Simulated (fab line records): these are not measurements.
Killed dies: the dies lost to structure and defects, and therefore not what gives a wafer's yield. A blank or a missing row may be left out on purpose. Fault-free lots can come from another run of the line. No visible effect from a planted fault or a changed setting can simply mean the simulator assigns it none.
Comparing a struck lot with a sound one | flow gf180mcu | 15 steps out of a route of 602
Sound: the wafers L586.2, L586.3, L586.6. Wafers L603.1, L603.3, L603.4 were the ones struck. The cause is given at the end.
Each step with rows lists, per side, the tool, then ch with its chambers, then its first start. Under that, the readings that differ: sound wafers | struck wafers | difference of the means | sigmas: that difference in standard deviations of wafers without a fault.
alike: readings with means less than 2 such deviations apart, plus words and numbers identical on both sides. not compared: withheld readings, readings lacking a value on some wafer, bounds such as >300 that could conceal the same value, and numbers that have no deviation in the record and whose values overlap.
The two part at a step that has a row with sigmas, a row that says differs or no value, or rows on one side only. Non-overlapping numbers with no deviation appear without sigmas and do not part them. A reading that every wafer of one side lacks parts them only if that side has two wafers or more.

GF_VT_IMPLANT_RS_MEAS_49: the measuring method here is four-point-probe.
  struck on film metro-02, day 12 14:01; sound on film metro-01, day 7 20:41
  alike: MVPSD_RS
then, 4 steps without rows for these wafers: GF_VT_IMPLANT_WET_ETCH_50 (etches SiO2 in dHF, target depth 20 nm, time 400 s); GF_DUAL_GATE_CLEAN_00 (cleans in SC1/SC2, time 150 s); GF_DUAL_GATE_CLEAN_01 (cleans in dHF, time 20 s); GF_DUAL_GATE_OXIDATION_02 (stabilise 600 s, purge 300 s, target thk 10.887 nm).
GF_DUAL_GATE_THK_MEAS_03:
  struck on film metro-02, day 12 15:46; sound on film metro-03, day 8 00:03
  alike: DUAL_GATE_OXIDATION_00_THK
then, 6 steps without rows for these wafers: GF_DUAL_GATE_DEHYDRATE_04 (time 60 s); GF_DUAL_GATE_HMDS_05 (prime time 60 s); GF_DUAL_GATE_COAT_06 (resist thk 1000 nm); GF_DUAL_GATE_SOFTBAKE_07 (time 60 s); GF_DUAL_GATE_EXPOSE_08 (exposes mask Dualgate, target cd 700 nm); GF_DUAL_GATE_PEB_09.
GF_DUAL_GATE_DEVELOP_10: develop time 60 s.
  sound on litho track-03 ch 0, day 8 16:17; struck on litho track-02 ch 0, day 13 11:21
  reading              | sound             | struck            | difference | sigmas
  developer temp C (C) | 22.88 23.10 23.02 | 22.02 21.87 22.08 | -1.01      | -10
GF_DUAL_GATE_OVL_MEAS_11:
  struck on overlay-01, day 13 11:30; sound on overlay-02, day 8 16:25
  alike: DUAL_GATE_OVL
GF_PASSIVATION_PROBE_99:
  the record holds rows for the sound wafers here (prober-02, day 29 07:10) but none for the struck ones

== WHERE THEY PART ==
Earliest at GF_DUAL_GATE_DEVELOP_10; latest, in this record, at GF_PASSIVATION_PROBE_99.

WHY: whatever the simulator had introduced
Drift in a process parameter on litho track-02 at GF_DUAL_GATE_DEVELOP_10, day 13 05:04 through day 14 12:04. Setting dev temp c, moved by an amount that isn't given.
